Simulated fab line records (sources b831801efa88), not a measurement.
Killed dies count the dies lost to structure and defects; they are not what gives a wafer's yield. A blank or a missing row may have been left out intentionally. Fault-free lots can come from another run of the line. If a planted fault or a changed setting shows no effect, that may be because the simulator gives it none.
Which tool was responsible? | flow gf180mcu | Sampling: 11 lots, 33 wafers, 3 of 602 route steps

## WHAT THE GAUGES READ, wafer by wafer
GF_V3_RS_MEAS_24: a four-point-probe measurement.
lot  | measured     | on           | V3_W_RS (ohm/sq)
L803 | day 21 19:37 | filmMetro-03 | 0.326 0.330 0.326
L804 | day 22 17:20 | filmMetro-01 | 0.328 0.330 0.325
L805 | day 22 18:07 | filmMetro-03 | 0.324 0.326 0.325
L806 | day 23 00:43 | filmMetro-04 | 0.322 0.321 0.327
L807 | day 23 10:39 | filmMetro-04 | 0.328 0.332 0.327
L808 | day 25 21:53 | filmMetro-01 | 0.327 0.326 0.326
L809 | day 26 00:40 | filmMetro-01 | 0.333 0.334 0.328
L811 | day 26 05:17 | filmMetro-04 | 0.328 0.269 0.269
L813 | day 26 08:28 | filmMetro-04 | 0.321 0.326 0.328
L817 | day 27 17:47 | filmMetro-04 | 0.326 0.327 0.321
L821 | day 29 06:55 | filmMetro-03 | 0.323 0.325 0.328

## WHAT TOOL EACH LOT RAN ON (gives the tool, then ch and the chambers of the sampled wafers, and finally the start)
lot  | GF_M3_SPUTTER_01            | GF_V3_CVD_23
L803 | pvdSputter-02, day 19 16:28 | cvdW-01 ch 0,1, day 21 19:30
L804 | pvdSputter-01, day 20 14:34 | cvdW-01 ch 0,1, day 22 17:12
L805 | pvdSputter-01, day 20 15:31 | cvdW-02 ch 0,1, day 22 17:59
L806 | pvdSputter-02, day 20 22:44 | cvdW-01 ch 0,1, day 23 00:35
L807 | pvdSputter-02, day 21 08:31 | cvdW-02 ch 0,1, day 23 10:31
L808 | pvdSputter-02, day 24 00:58 | cvdW-01 ch 0,1, day 25 21:45
L809 | pvdSputter-04, day 24 04:35 | cvdW-02 ch 0,1, day 26 00:33
L811 | pvdSputter-04, day 24 09:37 | cvdW-02 ch 0,1, day 26 05:11
L813 | pvdSputter-04, day 24 12:21 | cvdW-01 ch 0,1, day 26 08:21
L817 | pvdSputter-04, day 25 23:04 | cvdW-01 ch 0,1, day 27 17:39
L821 | pvdSputter-04, day 27 15:08 | cvdW-01 ch 0,1, day 29 06:47
- GF_M3_SPUTTER_01: material TiN, target thk 30 nm, time 25 s.
- GF_V3_CVD_23: deposits W, target thk 350 nm, time 104.9 s.

## THE ANSWER, worked out from the rows above alone
Rule: the usual values come from the lots themselves. Put in order of their means at a reading, lots are off if they are a third of the lots or fewer, leave a main group of 4 or more, and stand apart from it by a gap of 3 or more times the standard deviation of the main group's means; of several such gaps the widest counts. If all means in a main group match to the digits the tables above print for the reading, that group is not used. A lot without any number at a reading at which 4 lots or more have one is off too. Any other lot the step has rows for is counted as sound.
Off: at GF_V3_RS_MEAS_24 (V3_W_RS), L811. For the main group the mean is 0.327 ohm/sq and the standard deviation 0.0023.
If a tool, at a process step before that reading, ran all the lots that are off and no sound lot after the first of them, it fits. Those tools and the gauges at GF_V3_RS_MEAS_24 are tried in the same way. One candidate fits, namely cvdW-02 at GF_V3_CVD_23. Its last sound lot is L809 (day 26 00:33), its first lot that is off L811 (day 26 05:11): a fault that began between those two fits.

## WHAT WAS PUT IN BY THE SIMULATOR
cvdW-02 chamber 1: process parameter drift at GF_V3_CVD_23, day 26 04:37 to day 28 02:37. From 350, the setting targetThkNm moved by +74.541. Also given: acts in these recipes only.
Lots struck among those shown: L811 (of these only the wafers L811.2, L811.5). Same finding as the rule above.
